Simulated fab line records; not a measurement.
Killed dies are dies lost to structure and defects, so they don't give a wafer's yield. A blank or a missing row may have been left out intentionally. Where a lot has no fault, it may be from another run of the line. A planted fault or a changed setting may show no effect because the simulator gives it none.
fab line records / flow sfqLine
[record] lots = 14 wafers = 41 lastDay = 92
route steps=325 shown L0@12
lots that met no fault: from a run of the same line without faults
startH: the number of hours between the record's first day and the start of the first shown wafer of the lot / waitH: time in hours since the lot's previous step / " same as the row above / L1.1+2: several wafers, shown together as one row / - value missing, or start not given / * or withheld: withheld / < > ~ a bound
route shown NAME@n: names a module that has steps shown in the file, with the first one's number in the route / usual: average and standard deviation across the fault-free wafers / same: alike in all rows / chamber/n: place in a boat / sites: each site's reading / _std_site: standard deviation across them / _edge_site: inner sites' mean taken away from outer sites' mean / radiusMm: how far each site lies from the wafer's centre / mask NAME#n: copy n / behind: the last tool/chamber to shape the wafer / hold: reason for holding the lot/hours on hold/outcome of the hold / device: names the non-switching transistor (n, p or np) / end of line: the route-end tests of the same wafers / for a step that has no rows: nothing shown but its recipe / killed: not the wafer's yield, but the dies lost to structure and defects at the first sort / map: shows each die of a wafer: x if killed, . if not, _ if none is there
set.NAME: the setting as run; set.NAME@STEP: as run at that earlier step / model.NAME: the simulator's own value behind a step, which no gauge read
route steps across a sampled set of lots; one table per step, one row per wafer
services: a tool's chamber out of use, with start hour (startH, from the record's first day; less than 0 if before it), hours out, and reason
[[steps]]
[step SFQ_TRILAYER_L0_BARC_OPEN_METAL_ETCH_010]
[recipe] maskMaterial = PR chemistry = O2 targetDepthNm = 125 target = BARC icpW = 600 biasW = 80 pressureMtorr = 10 timeS = 41.7
[usual] drypumpMotorCurrentA = 6.0/0.52 oesProductAu = 0.685/0.0041 runLengthS = 69.78/0.3
lot.wafer=L845.2 tool=rieMetal-04 chamber=1 startH=86.39 waitH=0.1 drypumpMotorCurrentA=5.1 oesProductAu=0.686 rfHoursCounterH=11 runLengthS=69.35
lot.wafer=L845.3 tool=rieMetal-04 chamber=1 startH=86.39 waitH=0.1 drypumpMotorCurrentA=5.1 oesProductAu=0.681 rfHoursCounterH=- runLengthS=69.76
lot.wafer=L845.4 tool=rieMetal-04 chamber=0 startH=86.39 waitH=0.1 drypumpMotorCurrentA=6.4 oesProductAu=0.683 rfHoursCounterH=- runLengthS=69.48
lot.wafer=L848.1 tool=rieMetal-02 chamber=1 startH=107.67 waitH=0.1 drypumpMotorCurrentA=5.9 oesProductAu=0.687 rfHoursCounterH=202 runLengthS=70.12
lot.wafer=L848.2 tool=rieMetal-02 chamber=0 startH=107.67 waitH=0.1 drypumpMotorCurrentA=6.3 oesProductAu=0.683 rfHoursCounterH=45 runLengthS=69.98
lot.wafer=L848.5 tool=rieMetal-02 chamber=0 startH=107.67 waitH=0.1 drypumpMotorCurrentA=6.3 oesProductAu=0.691 rfHoursCounterH=- runLengthS=70.12
lot.wafer=L849.1 tool=rieMetal-02 chamber=1 startH=112.47 waitH=0.1 drypumpMotorCurrentA=5.9 oesProductAu=0.690 rfHoursCounterH=203 runLengthS=70.26
lot.wafer=L849.2 tool=rieMetal-02 chamber=0 startH=112.47 waitH=0.1 drypumpMotorCurrentA=6.2 oesProductAu=0.683 rfHoursCounterH=46 runLengthS=69.97
lot.wafer=L849.6 tool=rieMetal-02 chamber=0 startH=112.47 waitH=0.1 drypumpMotorCurrentA=6.2 oesProductAu=0.681 rfHoursCounterH=- runLengthS=69.72
lot.wafer=L850.1 tool=rieMetal-02 chamber=1 startH=117.27 waitH=0.1 drypumpMotorCurrentA=5.9 oesProductAu=0.682 rfHoursCounterH=204 runLengthS=70.09
lot.wafer=L850.3 tool=rieMetal-02 chamber=0 startH=117.27 waitH=0.1 drypumpMotorCurrentA=6.2 oesProductAu=0.681 rfHoursCounterH=- runLengthS=69.80
lot.wafer=L850.5 tool=rieMetal-02 chamber=0 startH=117.27 waitH=0.1 drypumpMotorCurrentA=6.2 oesProductAu=0.751 rfHoursCounterH=- runLengthS=64.88
lot.wafer=L853.3 tool=rieMetal-04 chamber=0 startH=132.88 waitH=0.1 drypumpMotorCurrentA=6.4 oesProductAu=0.688 rfHoursCounterH=- runLengthS=69.66
lot.wafer=L853.4 tool=rieMetal-04 chamber=1 startH=132.88 waitH=0.1 drypumpMotorCurrentA=5.1 oesProductAu=0.683 rfHoursCounterH=- runLengthS=69.47
lot.wafer=L853.5 tool=rieMetal-04 chamber=1 startH=132.88 waitH=0.1 drypumpMotorCurrentA=5.1 oesProductAu=0.678 rfHoursCounterH=- runLengthS=69.52
lot.wafer=L854.3 tool=rieMetal-04 chamber=0 startH=136.48 waitH=0.1 drypumpMotorCurrentA=6.4 oesProductAu=0.692 rfHoursCounterH=- runLengthS=70.15
lot.wafer=L854.4 tool=rieMetal-04 chamber=1 startH=136.48 waitH=0.1 drypumpMotorCurrentA=5.2 oesProductAu=0.680 rfHoursCounterH=- runLengthS=69.73
lot.wafer=L854.5 tool=rieMetal-04 chamber=0 startH=136.48 waitH=0.1 drypumpMotorCurrentA=6.4 oesProductAu=0.686 rfHoursCounterH=- runLengthS=69.84
lot.wafer=L857.3 tool=rieMetal-02 chamber=0 startH=150.88 waitH=0.1 drypumpMotorCurrentA=6.3 oesProductAu=0.682 rfHoursCounterH=- runLengthS=70.57
lot.wafer=L857.6 tool=rieMetal-02 chamber=0 startH=150.88 waitH=0.1 drypumpMotorCurrentA=6.3 oesProductAu=0.751 rfHoursCounterH=- runLengthS=65.11
lot.wafer=L860.3 tool=rieMetal-04 chamber=0 startH=172.98 waitH=0.1 drypumpMotorCurrentA=6.4 oesProductAu=0.683 rfHoursCounterH=- runLengthS=69.54
lot.wafer=L860.4 tool=rieMetal-04 chamber=0 startH=172.98 waitH=0.1 drypumpMotorCurrentA=6.4 oesProductAu=0.687 rfHoursCounterH=- runLengthS=69.56
lot.wafer=L860.5 tool=rieMetal-04 chamber=0 startH=172.98 waitH=0.1 drypumpMotorCurrentA=6.4 oesProductAu=0.682 rfHoursCounterH=- runLengthS=69.77
lot.wafer=L861.1 tool=rieMetal-03 chamber=0 startH=178.94 waitH=0.1 drypumpMotorCurrentA=6.6 oesProductAu=0.678 rfHoursCounterH=25 runLengthS=69.63
lot.wafer=L861.3 tool=rieMetal-03 chamber=0 startH=178.94 waitH=0.1 drypumpMotorCurrentA=6.6 oesProductAu=0.676 rfHoursCounterH=- runLengthS=69.95
lot.wafer=L861.6 tool=rieMetal-03 chamber=0 startH=178.94 waitH=0.1 drypumpMotorCurrentA=6.6 oesProductAu=0.684 rfHoursCounterH=- runLengthS=69.45
lot.wafer=L862.1 tool=rieMetal-04 chamber=1 startH=184.49 waitH=0.1 drypumpMotorCurrentA=5.1 oesProductAu=0.682 rfHoursCounterH=25 runLengthS=69.33
lot.wafer=L862.3 tool=rieMetal-04 chamber=1 startH=184.49 waitH=0.1 drypumpMotorCurrentA=5.2 oesProductAu=0.684 rfHoursCounterH=- runLengthS=69.41
lot.wafer=L862.5 tool=rieMetal-04 chamber=0 startH=184.49 waitH=0.1 drypumpMotorCurrentA=6.4 oesProductAu=0.686 rfHoursCounterH=- runLengthS=69.97
lot.wafer=L863.1 tool=rieMetal-03 chamber=0 startH=189.29 waitH=0.1 drypumpMotorCurrentA=6.6 oesProductAu=0.687 rfHoursCounterH=27 runLengthS=69.47
lot.wafer=L863.4 tool=rieMetal-03 chamber=1 startH=189.29 waitH=0.1 drypumpMotorCurrentA=5.7 oesProductAu=0.688 rfHoursCounterH=- runLengthS=69.49
lot.wafer=L863.5 tool=rieMetal-03 chamber=0 startH=189.29 waitH=0.1 drypumpMotorCurrentA=6.6 oesProductAu=0.683 rfHoursCounterH=- runLengthS=69.92
lot.wafer=L864.1 tool=rieMetal-03 chamber=1 startH=198.11 waitH=0.1 drypumpMotorCurrentA=5.7 oesProductAu=0.685 rfHoursCounterH=23 runLengthS=69.44
lot.wafer=L864.3 tool=rieMetal-03 chamber=0 startH=198.11 waitH=0.1 drypumpMotorCurrentA=6.6 oesProductAu=0.681 rfHoursCounterH=- runLengthS=69.60
lot.wafer=L864.6 tool=rieMetal-03 chamber=1 startH=198.11 waitH=0.1 drypumpMotorCurrentA=5.8 oesProductAu=0.685 rfHoursCounterH=- runLengthS=69.58
lot.wafer=L866.1 tool=rieMetal-04 chamber=0 startH=206.51 waitH=0.1 drypumpMotorCurrentA=6.4 oesProductAu=0.684 rfHoursCounterH=36 runLengthS=69.69
lot.wafer=L866.3 tool=rieMetal-04 chamber=0 startH=206.51 waitH=0.1 drypumpMotorCurrentA=6.4 oesProductAu=0.677 rfHoursCounterH=- runLengthS=69.49
lot.wafer=L866.4 tool=rieMetal-04 chamber=1 startH=206.51 waitH=0.1 drypumpMotorCurrentA=5.1 oesProductAu=0.687 rfHoursCounterH=- runLengthS=69.40
lot.wafer=L867.2 tool=rieMetal-04 chamber=1 startH=210.11 waitH=0.1 drypumpMotorCurrentA=5.2 oesProductAu=0.680 rfHoursCounterH=30 runLengthS=69.92
lot.wafer=L867.5 tool=rieMetal-04 chamber=0 startH=210.11 waitH=0.1 drypumpMotorCurrentA=6.4 oesProductAu=0.686 rfHoursCounterH=- runLengthS=69.57
lot.wafer=L867.6 tool=rieMetal-04 chamber=1 startH=210.11 waitH=0.1 drypumpMotorCurrentA=5.2 oesProductAu=0.685 rfHoursCounterH=- runLengthS=69.80
[[services]]
tool=rieMetal-04 chamber=- startH=83.50 hours=0.7 kind=repair
tool=rieMetal-04 chamber=- startH=122.35 hours=2.8 kind=pm
tool=rieMetal-03 chamber=- startH=128.40 hours=0.9 kind=repair
tool=rieMetal-02 chamber=1 startH=134.63 hours=2.8 kind=repair
tool=rieMetal-02 chamber=0 startH=136.72 hours=4.3 kind=repair
tool=rieMetal-02 chamber=1 startH=151.65 hours=- kind=clean
tool=rieMetal-02 chamber=1 startH=151.65 hours=- kind=consumableReplace:focusRing
tool=rieMetal-02 chamber=1 startH=151.65 hours=11.9 kind=scheduledDown
tool=rieMetal-02 chamber=1 startH=151.65 hours=11.9 kind=ventCycle
tool=rieMetal-04 chamber=1 startH=166.51 hours=7.1 kind=repair
tool=rieMetal-02 chamber=- startH=172.43 hours=0.8 kind=repair
[[key]]
[firstSign] step = SFQ_TRILAYER_L0_BARC_OPEN_METAL_ETCH_010 reading = oesProductAu direction = up sigmas = 16 usual = 0.685 struck = 0.751
[effect] step = SFQ_TRILAYER_L0_BARC_OPEN_METAL_ETCH_010 reading = runLengthS direction = down sigmas = 16 usual = * struck = *
metAt SFQ_TRILAYER_L0_BARC_OPEN_METAL_ETCH_010
struckLots L850,L857
struckWafers L850.5,L857.6
onsetBetween 112.47 117.27
[fault] kind = processParameterDrift tool = rieMetal-02 chamber = - onsetH = 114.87 steps = SFQ_TRILAYER_L0_BARC_OPEN_METAL_ETCH_010 channel = timeS offset = * shape = step endH = 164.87 scope = struckWafersOnly actsIn = * stated = *
